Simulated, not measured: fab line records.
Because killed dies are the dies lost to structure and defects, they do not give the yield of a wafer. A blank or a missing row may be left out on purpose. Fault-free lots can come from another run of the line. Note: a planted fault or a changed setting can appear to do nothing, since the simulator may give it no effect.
Chamber matching ; flow sky130 ; SKY_VIA1_ETCH_15 on rieDiel-03: 4 sister chambers
The step etches SiO2 in C4F8/O2/Ar, stops on TiN, target depth 351 nm, time 54 s. 14 wafers are shown with their chamber, then 7 later ones without.

## WAFERS, EACH WITH ITS CHAMBER
wafer;chamber;oesProductAu (a.u.)
L937.2;2;0.971
L937.4;1;0.985
L937.5;3;0.981
L938.2;3;0.990
L938.3;1;0.976
L938.5;0;0.978
L939.3;3;0.987
L939.4;0;0.983
L939.5;1;0.986
L941.3;2;0.976
L941.4;2;0.985
L941.6;0;0.981
L943.1;0;0.977
L943.4;2;0.975

SIGNATURES, as means of the wafers listed above
reading;chamber 0;chamber 1;chamber 2;chamber 3;scatter within a chamber
oesProductAu;0.97975;0.98233;0.97675;0.98600;0.0048
Rule: a wafer lies at a distance from a chamber equal to the root of the sum of squares, over the readings, of (its reading less the chamber's mean, divided by the reading's scatter). If the next closest chamber is less than 2 further off than the closest, the wafer can't be placed; otherwise it belongs to the closest. The scatter: take each reading less its chamber's mean, square it, sum over the shown wafers, divide by the number of wafers less the number of chambers, and take the root.

## WAFERS WHOSE CHAMBER IS MISSING
wafer;oesProductAu (a.u.)
L943.6;0.981
L950.4;0.984
L950.5;0.968
L950.6;0.980
L956.1;0.969
L956.2;0.977
L956.3;0.983

## THE CHAMBER EACH PASSED THROUGH
wafer;from the rows above;in truth
L943.6;can't be placed: 0 or 1 or 2 or 3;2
L950.4;can't be placed: 1 or 3 or 0 or 2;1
L950.5;can't be placed: 2 or 0 or 1 or 3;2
L950.6;can't be placed: 0 or 1 or 2 or 3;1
L956.1;can't be placed: 2 or 0 or 1 or 3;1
L956.2;can't be placed: 2 or 0 or 1 or 3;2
L956.3;can't be placed: 1 or 3 or 0 or 2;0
Placed correctly: 0 of 7. Not placeable from these rows: 7 (in 7, the candidates include the true chamber). Wrongly placed: 0.
